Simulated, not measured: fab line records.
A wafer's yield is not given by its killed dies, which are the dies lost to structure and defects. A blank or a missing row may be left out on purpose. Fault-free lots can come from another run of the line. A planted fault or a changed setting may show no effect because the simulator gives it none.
A sampling plan put to the test / flow gf180mcu / 55 faults told of in these records, all on one fab line, each judged by the records of the lots it struck
Plan = the line's own looks (route steps where a gauge or an inspection reads the wafer without altering it). A look is open to judgement when struck wafers have a number at it and the file gives its usual mean and standard deviation on fault-free wafers. Caught: 4 or more of those standard deviations (sigma) separate the usual mean from the mean of the struck wafers at a look after the fault's first step. On the tool: here the same test is run on the tool's own readings at the fault's steps. If the struck wafers alone have a blank record, or they carry another recipe, that too counts as caught.

== THE FAULTS, as the simulator had put them in ==
1. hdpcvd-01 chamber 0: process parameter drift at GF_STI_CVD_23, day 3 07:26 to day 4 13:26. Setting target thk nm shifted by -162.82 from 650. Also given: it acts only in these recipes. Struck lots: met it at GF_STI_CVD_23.
2. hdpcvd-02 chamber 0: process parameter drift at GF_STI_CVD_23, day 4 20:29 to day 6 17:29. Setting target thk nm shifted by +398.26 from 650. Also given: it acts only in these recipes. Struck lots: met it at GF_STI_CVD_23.
3. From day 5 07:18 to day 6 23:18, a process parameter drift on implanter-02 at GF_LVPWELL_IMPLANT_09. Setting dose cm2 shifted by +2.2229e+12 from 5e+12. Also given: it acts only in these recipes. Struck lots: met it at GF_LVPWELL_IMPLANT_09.
4. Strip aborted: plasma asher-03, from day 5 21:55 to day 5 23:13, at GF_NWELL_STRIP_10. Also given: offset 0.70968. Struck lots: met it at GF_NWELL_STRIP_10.
5. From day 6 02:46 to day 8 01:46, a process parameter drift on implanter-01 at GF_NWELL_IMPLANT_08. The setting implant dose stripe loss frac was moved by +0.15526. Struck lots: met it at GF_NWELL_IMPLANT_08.
6. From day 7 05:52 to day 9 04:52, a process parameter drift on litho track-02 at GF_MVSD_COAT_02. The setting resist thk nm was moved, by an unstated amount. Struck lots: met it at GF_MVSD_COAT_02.
7. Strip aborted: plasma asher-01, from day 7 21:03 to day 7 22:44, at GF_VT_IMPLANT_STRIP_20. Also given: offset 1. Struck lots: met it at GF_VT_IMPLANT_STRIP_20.
8. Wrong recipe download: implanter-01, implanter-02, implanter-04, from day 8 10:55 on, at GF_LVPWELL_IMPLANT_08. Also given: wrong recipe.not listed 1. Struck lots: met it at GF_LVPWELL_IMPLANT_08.
9. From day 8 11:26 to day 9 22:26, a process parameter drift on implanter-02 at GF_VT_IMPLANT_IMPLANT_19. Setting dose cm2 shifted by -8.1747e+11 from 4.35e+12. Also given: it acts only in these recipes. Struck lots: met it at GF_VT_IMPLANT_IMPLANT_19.
10. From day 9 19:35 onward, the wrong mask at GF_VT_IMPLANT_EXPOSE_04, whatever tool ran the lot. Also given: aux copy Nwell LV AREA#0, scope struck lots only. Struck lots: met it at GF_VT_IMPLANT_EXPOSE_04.
11. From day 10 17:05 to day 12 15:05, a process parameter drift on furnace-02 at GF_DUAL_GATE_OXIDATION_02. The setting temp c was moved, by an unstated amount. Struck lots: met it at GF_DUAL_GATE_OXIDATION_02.
12. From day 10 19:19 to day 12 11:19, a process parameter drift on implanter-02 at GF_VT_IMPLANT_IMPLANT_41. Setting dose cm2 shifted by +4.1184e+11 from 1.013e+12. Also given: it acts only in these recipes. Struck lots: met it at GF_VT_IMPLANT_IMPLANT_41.
13. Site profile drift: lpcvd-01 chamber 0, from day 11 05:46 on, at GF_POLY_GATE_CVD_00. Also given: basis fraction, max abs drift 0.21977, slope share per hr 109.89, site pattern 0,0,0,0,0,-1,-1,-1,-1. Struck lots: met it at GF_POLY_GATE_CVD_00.
14. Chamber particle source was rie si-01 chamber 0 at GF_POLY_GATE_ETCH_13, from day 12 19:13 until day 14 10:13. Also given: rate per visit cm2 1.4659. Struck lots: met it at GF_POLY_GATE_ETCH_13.
15. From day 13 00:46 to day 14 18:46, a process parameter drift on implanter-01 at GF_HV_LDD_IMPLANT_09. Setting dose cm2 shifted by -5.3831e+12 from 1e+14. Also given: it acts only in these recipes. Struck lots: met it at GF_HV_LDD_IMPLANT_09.
16. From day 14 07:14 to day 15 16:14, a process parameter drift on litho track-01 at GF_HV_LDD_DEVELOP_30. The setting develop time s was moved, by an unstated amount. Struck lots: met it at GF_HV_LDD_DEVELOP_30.
17. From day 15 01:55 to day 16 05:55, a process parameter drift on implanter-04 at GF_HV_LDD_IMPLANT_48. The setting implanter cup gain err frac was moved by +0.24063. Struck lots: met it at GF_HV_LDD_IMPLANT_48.
18. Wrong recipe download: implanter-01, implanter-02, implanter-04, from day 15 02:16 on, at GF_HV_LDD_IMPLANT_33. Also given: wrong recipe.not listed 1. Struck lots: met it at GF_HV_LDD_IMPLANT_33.
19. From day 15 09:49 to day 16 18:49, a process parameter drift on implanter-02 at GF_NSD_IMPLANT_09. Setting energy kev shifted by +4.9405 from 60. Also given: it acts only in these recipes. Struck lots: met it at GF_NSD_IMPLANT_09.
20. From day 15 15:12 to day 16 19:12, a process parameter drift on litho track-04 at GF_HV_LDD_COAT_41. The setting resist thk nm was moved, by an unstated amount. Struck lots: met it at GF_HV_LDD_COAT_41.
21. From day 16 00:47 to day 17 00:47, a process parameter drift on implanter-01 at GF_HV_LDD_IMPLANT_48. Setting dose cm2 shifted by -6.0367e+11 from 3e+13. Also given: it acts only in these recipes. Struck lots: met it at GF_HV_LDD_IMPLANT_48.
22. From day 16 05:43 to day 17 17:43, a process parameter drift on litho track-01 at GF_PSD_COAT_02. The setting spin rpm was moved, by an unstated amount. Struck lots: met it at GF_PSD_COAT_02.
23. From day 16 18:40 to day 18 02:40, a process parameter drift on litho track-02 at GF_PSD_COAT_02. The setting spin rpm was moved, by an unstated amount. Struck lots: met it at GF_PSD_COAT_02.
24. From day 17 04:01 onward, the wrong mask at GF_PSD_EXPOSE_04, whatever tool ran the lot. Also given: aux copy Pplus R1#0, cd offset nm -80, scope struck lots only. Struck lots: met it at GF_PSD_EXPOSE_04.
25. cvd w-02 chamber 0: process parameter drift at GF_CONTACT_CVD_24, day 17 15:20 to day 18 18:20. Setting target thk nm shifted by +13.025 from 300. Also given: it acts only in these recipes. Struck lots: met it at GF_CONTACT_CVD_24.
26. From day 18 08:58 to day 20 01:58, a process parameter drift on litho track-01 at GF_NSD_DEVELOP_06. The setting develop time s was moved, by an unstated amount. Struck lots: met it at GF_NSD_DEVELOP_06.
27. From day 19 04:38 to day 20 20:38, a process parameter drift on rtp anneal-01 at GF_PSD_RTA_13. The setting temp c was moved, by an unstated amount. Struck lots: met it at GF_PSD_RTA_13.
28. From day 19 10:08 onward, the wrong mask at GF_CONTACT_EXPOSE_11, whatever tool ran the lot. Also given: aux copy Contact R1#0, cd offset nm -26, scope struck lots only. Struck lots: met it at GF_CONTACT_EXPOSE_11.
29. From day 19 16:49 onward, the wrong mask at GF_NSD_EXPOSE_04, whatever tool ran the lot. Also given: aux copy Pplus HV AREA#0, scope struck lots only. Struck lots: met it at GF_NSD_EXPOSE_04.
30. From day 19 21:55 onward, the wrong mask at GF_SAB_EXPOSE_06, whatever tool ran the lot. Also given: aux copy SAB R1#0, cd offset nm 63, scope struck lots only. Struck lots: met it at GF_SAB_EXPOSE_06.
31. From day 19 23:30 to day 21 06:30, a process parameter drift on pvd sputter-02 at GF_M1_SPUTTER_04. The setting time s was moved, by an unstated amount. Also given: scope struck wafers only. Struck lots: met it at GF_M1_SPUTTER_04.
32. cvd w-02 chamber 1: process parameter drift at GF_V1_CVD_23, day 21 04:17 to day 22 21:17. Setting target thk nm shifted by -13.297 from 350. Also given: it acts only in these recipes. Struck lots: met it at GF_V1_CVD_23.
33. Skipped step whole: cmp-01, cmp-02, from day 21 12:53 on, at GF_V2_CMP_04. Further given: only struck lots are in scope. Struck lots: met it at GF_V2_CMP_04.
34. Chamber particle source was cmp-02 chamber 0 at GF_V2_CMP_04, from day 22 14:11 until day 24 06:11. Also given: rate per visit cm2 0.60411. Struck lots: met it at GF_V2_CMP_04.
35. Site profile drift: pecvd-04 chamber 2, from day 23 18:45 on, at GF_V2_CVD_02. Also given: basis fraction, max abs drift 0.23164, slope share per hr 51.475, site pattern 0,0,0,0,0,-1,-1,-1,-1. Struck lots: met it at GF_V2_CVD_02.
36. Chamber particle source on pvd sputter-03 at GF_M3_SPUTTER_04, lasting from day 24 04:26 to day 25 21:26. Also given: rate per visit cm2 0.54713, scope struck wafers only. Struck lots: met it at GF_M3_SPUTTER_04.
37. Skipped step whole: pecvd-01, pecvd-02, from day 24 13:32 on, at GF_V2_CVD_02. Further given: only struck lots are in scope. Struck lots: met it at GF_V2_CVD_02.
38. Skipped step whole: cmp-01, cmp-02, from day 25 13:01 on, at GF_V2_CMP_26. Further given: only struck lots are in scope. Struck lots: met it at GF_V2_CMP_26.
39. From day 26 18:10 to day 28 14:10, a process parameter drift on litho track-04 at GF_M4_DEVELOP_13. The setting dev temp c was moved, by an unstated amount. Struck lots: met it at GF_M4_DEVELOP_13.
40. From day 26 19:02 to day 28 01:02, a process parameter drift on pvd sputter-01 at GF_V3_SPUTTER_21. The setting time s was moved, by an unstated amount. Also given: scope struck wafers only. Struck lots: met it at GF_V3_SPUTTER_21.
41. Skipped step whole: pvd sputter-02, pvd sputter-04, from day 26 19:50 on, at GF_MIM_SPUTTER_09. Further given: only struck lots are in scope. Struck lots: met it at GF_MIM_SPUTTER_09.
42. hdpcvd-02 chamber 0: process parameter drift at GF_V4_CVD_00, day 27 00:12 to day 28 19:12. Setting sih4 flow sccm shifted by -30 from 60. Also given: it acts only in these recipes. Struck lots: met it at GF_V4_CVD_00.
43. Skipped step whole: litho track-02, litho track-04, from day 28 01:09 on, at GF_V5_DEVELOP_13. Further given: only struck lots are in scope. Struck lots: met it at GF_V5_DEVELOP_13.
44. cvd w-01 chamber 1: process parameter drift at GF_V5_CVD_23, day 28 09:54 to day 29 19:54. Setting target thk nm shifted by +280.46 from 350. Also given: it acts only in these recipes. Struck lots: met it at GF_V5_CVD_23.
45. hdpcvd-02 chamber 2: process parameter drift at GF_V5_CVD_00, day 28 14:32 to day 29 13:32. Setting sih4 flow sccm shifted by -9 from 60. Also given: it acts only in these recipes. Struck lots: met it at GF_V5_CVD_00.
46. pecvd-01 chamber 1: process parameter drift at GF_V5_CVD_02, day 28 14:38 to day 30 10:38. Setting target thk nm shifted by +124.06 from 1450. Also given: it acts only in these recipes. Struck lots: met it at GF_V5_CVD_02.
47. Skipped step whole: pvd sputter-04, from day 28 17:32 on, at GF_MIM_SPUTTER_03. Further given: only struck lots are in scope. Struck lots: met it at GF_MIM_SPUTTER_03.
48. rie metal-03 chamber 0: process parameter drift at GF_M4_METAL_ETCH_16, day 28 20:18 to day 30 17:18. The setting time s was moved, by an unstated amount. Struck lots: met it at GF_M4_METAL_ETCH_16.
49. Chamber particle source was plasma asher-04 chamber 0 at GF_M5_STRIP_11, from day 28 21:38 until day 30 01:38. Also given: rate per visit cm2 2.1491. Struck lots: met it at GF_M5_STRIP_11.
50. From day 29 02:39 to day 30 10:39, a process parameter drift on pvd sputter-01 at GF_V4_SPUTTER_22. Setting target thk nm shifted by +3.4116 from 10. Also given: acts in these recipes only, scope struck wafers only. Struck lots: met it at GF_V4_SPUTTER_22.
51. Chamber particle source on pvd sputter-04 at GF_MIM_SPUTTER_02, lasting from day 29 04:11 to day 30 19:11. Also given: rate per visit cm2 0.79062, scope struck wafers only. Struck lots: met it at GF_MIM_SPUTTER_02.
52. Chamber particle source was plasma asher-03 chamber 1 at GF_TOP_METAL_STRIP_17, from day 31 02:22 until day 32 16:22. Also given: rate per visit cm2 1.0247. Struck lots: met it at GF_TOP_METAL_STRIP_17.
53. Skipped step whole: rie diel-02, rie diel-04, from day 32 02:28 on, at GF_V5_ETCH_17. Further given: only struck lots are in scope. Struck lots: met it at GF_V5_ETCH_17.
54. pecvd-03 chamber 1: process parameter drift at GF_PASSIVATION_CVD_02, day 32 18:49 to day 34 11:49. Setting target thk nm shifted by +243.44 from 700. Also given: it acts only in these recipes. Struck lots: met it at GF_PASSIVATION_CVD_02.
55. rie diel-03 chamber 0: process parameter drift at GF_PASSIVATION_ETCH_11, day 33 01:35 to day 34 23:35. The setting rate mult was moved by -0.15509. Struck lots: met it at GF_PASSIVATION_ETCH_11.

== WHAT THE PLAN SAW ==
fault=1; on the tool itself=under 2 sigma; first look that catches it=GF_STI_THK_MEAS_24; reading, sigma=STI_CVD_23_THK -24; median hours from its first step to that look=0.1; hours from the fault's start to the first struck lot there=10; judged looks passed uncaught=0
fault=2; on the tool itself=no reading that can be judged; first look that catches it=GF_STI_THK_MEAS_24; reading, sigma=STI_CVD_23_THK +61; median hours from its first step to that look=0.1; hours from the fault's start to the first struck lot there=4; judged looks passed uncaught=0
fault=3; on the tool itself=dose ions cm2 +99 or beyond sigma; first look that catches it=GF_VT_IMPLANT_RS_MEAS_48; reading, sigma=LVPWELL_RS -31; median hours from its first step to that look=97.5; hours from the fault's start to the first struck lot there=97; judged looks passed uncaught=2
fault=4; on the tool itself=oes product au +47 sigma; first look that catches it=GF_LVPWELL_TW_MEAS_11; reading, sigma=LVPWELL_TW -99 or beyond; median hours from its first step to that look=14.9; hours from the fault's start to the first struck lot there=16; judged looks passed uncaught=0
fault=5; on the tool itself=under 2 sigma; first look that catches it=GF_VT_IMPLANT_RS_MEAS_47; reading, sigma=NWELL_RS +4.0; median hours from its first step to that look=120.2; hours from the fault's start to the first struck lot there=126; judged looks passed uncaught=0
fault=6; on the tool itself=under 2 sigma; first look that catches it=not the one look that can be judged after it; reading, sigma=-; median hours from its first step to that look=-; hours from the fault's start to the first struck lot there=-; judged looks passed uncaught=1
fault=7; on the tool itself=oes product au +44 sigma; first look that catches it=GF_VT_IMPLANT_TW_MEAS_32; reading, sigma=VT_IMPLANT_3_TW -99 or beyond; median hours from its first step to that look=16.9; hours from the fault's start to the first struck lot there=18; judged looks passed uncaught=0
fault=8; on the tool itself=under 2 sigma; first look that catches it=GF_LVPWELL_TW_MEAS_11; reading, sigma=LVPWELL_TW +99 or beyond; median hours from its first step to that look=0.4; hours from the fault's start to the first struck lot there=3; judged looks passed uncaught=0
fault=9; on the tool itself=dose ions cm2 -99 or beyond sigma; first look that catches it=GF_VT_IMPLANT_TW_MEAS_21; reading, sigma=VT_IMPLANT_2_TW -8.0; median hours from its first step to that look=0.2; hours from the fault's start to the first struck lot there=8; judged looks passed uncaught=0
fault=10; on the tool itself=under 2 sigma; first look that catches it=GF_VT_IMPLANT_TW_MEAS_10; reading, sigma=VT_IMPLANT_TW -99 or beyond; median hours from its first step to that look=8.8; hours from the fault's start to the first struck lot there=13; judged looks passed uncaught=0
fault=11; on the tool itself=tube center temp C +99 or beyond sigma; first look that catches it=GF_DUAL_GATE_THK_MEAS_03; reading, sigma=DUAL_GATE_OXIDATION_00_THK +43; median hours from its first step to that look=1.5; hours from the fault's start to the first struck lot there=10; judged looks passed uncaught=0
fault=12; on the tool itself=dose ions cm2 +99 or beyond sigma; first look that catches it=GF_VT_IMPLANT_TW_MEAS_43; reading, sigma=VT_IMPLANT_4_TW +14; median hours from its first step to that look=0.2; hours from the fault's start to the first struck lot there=2; judged looks passed uncaught=0
fault=13; on the tool itself=under 2 sigma; first look that catches it=GF_POLY_GATE_THK_MEAS_01; reading, sigma=POLY_GATE_CVD_00_THK -9.9; median hours from its first step to that look=1.3; hours from the fault's start to the first struck lot there=19; judged looks passed uncaught=0
fault=14; on the tool itself=under 2 sigma; first look that catches it=none of the 2 looks that can be judged after it; reading, sigma=-; median hours from its first step to that look=-; hours from the fault's start to the first struck lot there=-; judged looks passed uncaught=2
fault=15; on the tool itself=dose ions cm2 -54 sigma; first look that catches it=GF_HV_LDD_RS_MEAS_53; reading, sigma=HV_LDD_RS +11; median hours from its first step to that look=65.2; hours from the fault's start to the first struck lot there=69; judged looks passed uncaught=0
fault=16; on the tool itself=under 2 sigma; first look that catches it=GF_HV_LDD_TW_MEAS_38; reading, sigma=HV_LDD_3_TW -99 or beyond; median hours from its first step to that look=1.0; hours from the fault's start to the first struck lot there=8; judged looks passed uncaught=1
fault=17; on the tool itself=faraday current uA +13 sigma; first look that catches it=GF_HV_LDD_TW_MEAS_50; reading, sigma=HV_LDD_4_TW -8.7; median hours from its first step to that look=0.2; hours from the fault's start to the first struck lot there=11; judged looks passed uncaught=0
fault=18; on the tool itself=no reading that can be judged; first look that catches it=GF_HV_LDD_TW_MEAS_38; reading, sigma=HV_LDD_3_TW +12; median hours from its first step to that look=0.7; hours from the fault's start to the first struck lot there=5; judged looks passed uncaught=0
fault=19; on the tool itself=beam energy keV +99 or beyond sigma; first look that catches it=GF_PSD_RS_MEAS_14; reading, sigma=NSD_RS -14; median hours from its first step to that look=22.8; hours from the fault's start to the first struck lot there=28; judged looks passed uncaught=0
fault=20; on the tool itself=under 2 sigma; first look that catches it=GF_HV_LDD_CD_MEAS_46; reading, sigma=cd nm +94; median hours from its first step to that look=11.4; hours from the fault's start to the first struck lot there=37; judged looks passed uncaught=0
fault=21; on the tool itself=dose ions cm2 -17 sigma; first look that catches it=no look after it can be judged; reading, sigma=-; median hours from its first step to that look=-; hours from the fault's start to the first struck lot there=-; judged looks passed uncaught=0
fault=22; on the tool itself=spin speed rpm +99 or beyond sigma; first look that catches it=none of the 3 looks that can be judged after it; reading, sigma=strongest: cd nm at GF_PSD_CD_MEAS_07, +2.5; median hours from its first step to that look=-; hours from the fault's start to the first struck lot there=-; judged looks passed uncaught=3
fault=23; on the tool itself=spin speed rpm -64 sigma; first look that catches it=not the one look that can be judged after it; reading, sigma=-; median hours from its first step to that look=-; hours from the fault's start to the first struck lot there=-; judged looks passed uncaught=1
fault=24; on the tool itself=no reading that can be judged; first look that catches it=GF_PSD_CD_MEAS_07; reading, sigma=cd nm -40; median hours from its first step to that look=11.6; hours from the fault's start to the first struck lot there=14; judged looks passed uncaught=0
fault=25; on the tool itself=under 2 sigma; first look that catches it=none of the 4 looks that can be judged after it; reading, sigma=strongest: CONTACT_W_RS at GF_CONTACT_RS_MEAS_25, -3.5; median hours from its first step to that look=-; hours from the fault's start to the first struck lot there=-; judged looks passed uncaught=4
fault=26; on the tool itself=under 2 sigma; first look that catches it=GF_NSD_TW_MEAS_12; reading, sigma=NSD_TW -99 or beyond; median hours from its first step to that look=0.7; hours from the fault's start to the first struck lot there=3; judged looks passed uncaught=0
fault=27; on the tool itself=wafer_temp_C_max +24 sigma; first look that catches it=GF_PSD_RS_MEAS_14; reading, sigma=NSD_RS -41; median hours from its first step to that look=0.1; hours from the fault's start to the first struck lot there=3; judged looks passed uncaught=0
fault=28; on the tool itself=no reading that can be judged; first look that catches it=GF_CONTACT_CD_MEAS_14; reading, sigma=cd nm -16; median hours from its first step to that look=11.5; hours from the fault's start to the first struck lot there=14; judged looks passed uncaught=0
fault=29; on the tool itself=no reading that can be judged; first look that catches it=GF_NSD_TW_MEAS_12; reading, sigma=NSD_TW -99 or beyond; median hours from its first step to that look=12.4; hours from the fault's start to the first struck lot there=16; judged looks passed uncaught=0
fault=30; on the tool itself=no reading that can be judged; first look that catches it=GF_SAB_CD_MEAS_09; reading, sigma=cd nm +32; median hours from its first step to that look=12.1; hours from the fault's start to the first struck lot there=14; judged looks passed uncaught=0
fault=31; on the tool itself=under 2 sigma; first look that catches it=none of the 7 looks that can be judged after it; reading, sigma=-; median hours from its first step to that look=-; hours from the fault's start to the first struck lot there=-; judged looks passed uncaught=7
fault=32; on the tool itself=under 2 sigma; first look that catches it=GF_V1_RS_MEAS_24; reading, sigma=V1_W_RS +4.1; median hours from its first step to that look=0.1; hours from the fault's start to the first struck lot there=38; judged looks passed uncaught=0
fault=33; on the tool itself=the tool's record is blank for the struck wafers; first look that catches it=no look after it can be judged; reading, sigma=-; median hours from its first step to that look=-; hours from the fault's start to the first struck lot there=-; judged looks passed uncaught=0
fault=34; on the tool itself=under 2 sigma; first look that catches it=no look after it can be judged; reading, sigma=-; median hours from its first step to that look=-; hours from the fault's start to the first struck lot there=-; judged looks passed uncaught=0
fault=35; on the tool itself=under 2 sigma; first look that catches it=GF_V2_THK_MEAS_03; reading, sigma=V2_CVD_02_THK -7.5; median hours from its first step to that look=0.1; hours from the fault's start to the first struck lot there=16; judged looks passed uncaught=0
fault=36; on the tool itself=under 2 sigma; first look that catches it=none of the 7 looks that can be judged after it; reading, sigma=strongest: cd nm at GF_M3_CD_MEAS_14, -2.3; median hours from its first step to that look=-; hours from the fault's start to the first struck lot there=-; judged looks passed uncaught=7
fault=37; on the tool itself=the tool's record is blank for the struck wafers; first look that catches it=not the one look that can be judged after it; reading, sigma=strongest: V2_BOW at GF_V2_BOW_MEAS_05, -3.1; median hours from its first step to that look=-; hours from the fault's start to the first struck lot there=-; judged looks passed uncaught=1
fault=38; on the tool itself=the tool's record is blank for the struck wafers; first look that catches it=no look after it can be judged; reading, sigma=-; median hours from its first step to that look=-; hours from the fault's start to the first struck lot there=-; judged looks passed uncaught=0
fault=39; on the tool itself=developer temp C -8.4 sigma; first look that catches it=not the one look that can be judged after it; reading, sigma=-; median hours from its first step to that look=-; hours from the fault's start to the first struck lot there=-; judged looks passed uncaught=1
fault=40; on the tool itself=under 2 sigma; first look that catches it=no look after it can be judged; reading, sigma=-; median hours from its first step to that look=-; hours from the fault's start to the first struck lot there=-; judged looks passed uncaught=0
fault=41; on the tool itself=the tool's record is blank for the struck wafers; first look that catches it=GF_MIM_THK_MEAS_11; reading, sigma=MIM_ALCU_THK +6.8; median hours from its first step to that look=0.2; hours from the fault's start to the first struck lot there=1; judged looks passed uncaught=0
fault=42; on the tool itself=sih4 flow sccm -99 or beyond sigma; first look that catches it=GF_V4_THK_MEAS_01; reading, sigma=V4_CVD_00_THK -62; median hours from its first step to that look=0.1; hours from the fault's start to the first struck lot there=2; judged looks passed uncaught=0
fault=43; on the tool itself=no reading that can be judged; first look that catches it=no look after it can be judged; reading, sigma=-; median hours from its first step to that look=-; hours from the fault's start to the first struck lot there=-; judged looks passed uncaught=0
fault=44; on the tool itself=under 2 sigma; first look that catches it=GF_V5_RS_MEAS_24; reading, sigma=V5_W_RS -35; median hours from its first step to that look=0.1; hours from the fault's start to the first struck lot there=12; judged looks passed uncaught=0
fault=45; on the tool itself=sih4 flow sccm -47 sigma; first look that catches it=GF_V5_THK_MEAS_01; reading, sigma=V5_CVD_00_THK -19; median hours from its first step to that look=0.1; hours from the fault's start to the first struck lot there=2; judged looks passed uncaught=0
fault=46; on the tool itself=under 2 sigma; first look that catches it=GF_V5_THK_MEAS_03; reading, sigma=V5_CVD_02_THK +7.5; median hours from its first step to that look=0.1; hours from the fault's start to the first struck lot there=2; judged looks passed uncaught=0
fault=47; on the tool itself=the tool's record is blank for the struck wafers; first look that catches it=no look after it can be judged; reading, sigma=-; median hours from its first step to that look=-; hours from the fault's start to the first struck lot there=-; judged looks passed uncaught=0
fault=48; on the tool itself=run length s +6.5 sigma; first look that catches it=no look after it can be judged; reading, sigma=-; median hours from its first step to that look=-; hours from the fault's start to the first struck lot there=-; judged looks passed uncaught=0
fault=49; on the tool itself=under 2 sigma; first look that catches it=no look after it can be judged; reading, sigma=-; median hours from its first step to that look=-; hours from the fault's start to the first struck lot there=-; judged looks passed uncaught=0
fault=50; on the tool itself=under 2 sigma; first look that catches it=no look after it can be judged; reading, sigma=-; median hours from its first step to that look=-; hours from the fault's start to the first struck lot there=-; judged looks passed uncaught=0
fault=51; on the tool itself=under 2 sigma; first look that catches it=not the one look that can be judged after it; reading, sigma=-; median hours from its first step to that look=-; hours from the fault's start to the first struck lot there=-; judged looks passed uncaught=1
fault=52; on the tool itself=under 2 sigma; first look that catches it=no look after it can be judged; reading, sigma=-; median hours from its first step to that look=-; hours from the fault's start to the first struck lot there=-; judged looks passed uncaught=0
fault=53; on the tool itself=the tool's record is blank for the struck wafers; first look that catches it=no look after it can be judged; reading, sigma=-; median hours from its first step to that look=-; hours from the fault's start to the first struck lot there=-; judged looks passed uncaught=0
fault=54; on the tool itself=under 2 sigma; first look that catches it=GF_PASSIVATION_THK_MEAS_03; reading, sigma=PASSIVATION_CVD_02_THK +28; median hours from its first step to that look=0.3; hours from the fault's start to the first struck lot there=7; judged looks passed uncaught=0
fault=55; on the tool itself=oes product au -15 sigma; first look that catches it=no look after it can be judged; reading, sigma=-; median hours from its first step to that look=-; hours from the fault's start to the first struck lot there=-; judged looks passed uncaught=0
A dash: this means the fault isn't caught or the number doesn't appear in these records.

Caught at a look: 32 of 55. Caught on the tool: 24 of 55. By one or the other: 43 of 55.
Faults 21, 22, 23, 33, 37, 38, 39, 47, 48, 53, 55 were caught on the tool alone.
Caught at a look alone: faults 1, 2, 5, 8, 10, 13, 16, 18, 20, 24, 26, 28, 29, 30, 32, 35, 44, 46, 54.
Caught by neither: faults 6, 14, 25, 31, 34, 36, 40, 43, 49, 50, 51, 52.

== THINNER SAMPLING ==
In the worst case, this is how late the first struck lot would be measured if the look that catches a fault measured only every second or every third lot, by lot number:
fault=1; struck lots at that look, in order of time=L902; every lot=10 h; every second lot=may miss it; every third lot=may miss it
fault=2; struck lots at that look, in order of time=L238, L241; every lot=4 h; every second lot=18 h; every third lot=may miss all 2
fault=3; struck lots at that look, in order of time=L513, L515; every lot=97 h; every second lot=may miss all 2; every third lot=may miss all 2
fault=4; struck lots at that look, in order of time=L884; every lot=16 h; every second lot=may miss it; every third lot=may miss it
fault=5; struck lots at that look, in order of time=L253, L254; every lot=126 h; every second lot=131 h; every third lot=may miss all 2
fault=7; struck lots at that look, in order of time=L489; every lot=18 h; every second lot=may miss it; every third lot=may miss it
fault=8; struck lots at that look, in order of time=L811, L812; every lot=3 h; every second lot=8 h; every third lot=may miss all 2
fault=9; struck lots at that look, in order of time=L719, L723; every lot=8 h; every second lot=may miss all 2; every third lot=may miss all 2
fault=10; struck lots at that look, in order of time=L166; every lot=13 h; every second lot=may miss it; every third lot=may miss it
fault=11; struck lots at that look, in order of time=L180, L185; every lot=10 h; every second lot=42 h; every third lot=may miss all 2
fault=12; struck lots at that look, in order of time=L220, L224; every lot=2 h; every second lot=may miss all 2; every third lot=may miss all 2
fault=13; struck lots at that look, in order of time=L590; every lot=19 h; every second lot=may miss it; every third lot=may miss it
fault=15; struck lots at that look, in order of time=L642, L644; every lot=69 h; every second lot=may miss all 2; every third lot=may miss all 2
fault=16; struck lots at that look, in order of time=L860, L862; every lot=8 h; every second lot=may miss all 2; every third lot=may miss all 2
fault=17; struck lots at that look, in order of time=L287, L288; every lot=11 h; every second lot=16 h; every third lot=may miss all 2
fault=18; struck lots at that look, in order of time=L642, L643, L644; every lot=5 h; every second lot=11 h; every third lot=24 h
fault=19; struck lots at that look, in order of time=L325, L327; every lot=28 h; every second lot=may miss all 2; every third lot=may miss all 2
fault=20; struck lots at that look, in order of time=L381; every lot=37 h; every second lot=may miss it; every third lot=may miss it
fault=24; struck lots at that look, in order of time=L294; every lot=14 h; every second lot=may miss it; every third lot=may miss it
fault=26; struck lots at that look, in order of time=L512, L515, L516; every lot=3 h; every second lot=30 h; every third lot=may miss all 3
fault=27; struck lots at that look, in order of time=L579, L581; every lot=3 h; every second lot=may miss all 2; every third lot=may miss all 2
fault=28; struck lots at that look, in order of time=L680; every lot=14 h; every second lot=may miss it; every third lot=may miss it
fault=29; struck lots at that look, in order of time=L369; every lot=16 h; every second lot=may miss it; every third lot=may miss it
fault=30; struck lots at that look, in order of time=L545; every lot=14 h; every second lot=may miss it; every third lot=may miss it
fault=32; struck lots at that look, in order of time=L222; every lot=38 h; every second lot=may miss it; every third lot=may miss it
fault=35; struck lots at that look, in order of time=L992; every lot=16 h; every second lot=may miss it; every third lot=may miss it
fault=41; struck lots at that look, in order of time=L762, L763; every lot=1 h; every second lot=5 h; every third lot=may miss all 2
fault=42; struck lots at that look, in order of time=L620; every lot=2 h; every second lot=may miss it; every third lot=may miss it
fault=44; struck lots at that look, in order of time=L522, L523; every lot=12 h; every second lot=24 h; every third lot=may miss all 2
fault=45; struck lots at that look, in order of time=L101, L102; every lot=2 h; every second lot=18 h; every third lot=may miss all 2
fault=46; struck lots at that look, in order of time=L162, L163; every lot=2 h; every second lot=18 h; every third lot=may miss all 2
fault=54; struck lots at that look, in order of time=L811, L812; every lot=7 h; every second lot=11 h; every third lot=may miss all 2
Hours count from the start of the fault until the first struck lot that is measured. The test against the limit of 4 sigma pooled every struck wafer, which means one lot taken alone may stay below that limit. Other struck lots may not be in these records.

== THE LONGEST TIMED WAY FROM STEP TO LOOK ==
Fault 5: the median time between GF_NWELL_IMPLANT_08 and GF_VT_IMPLANT_RS_MEAS_47 is 120.2 hours. No look between them can be judged.
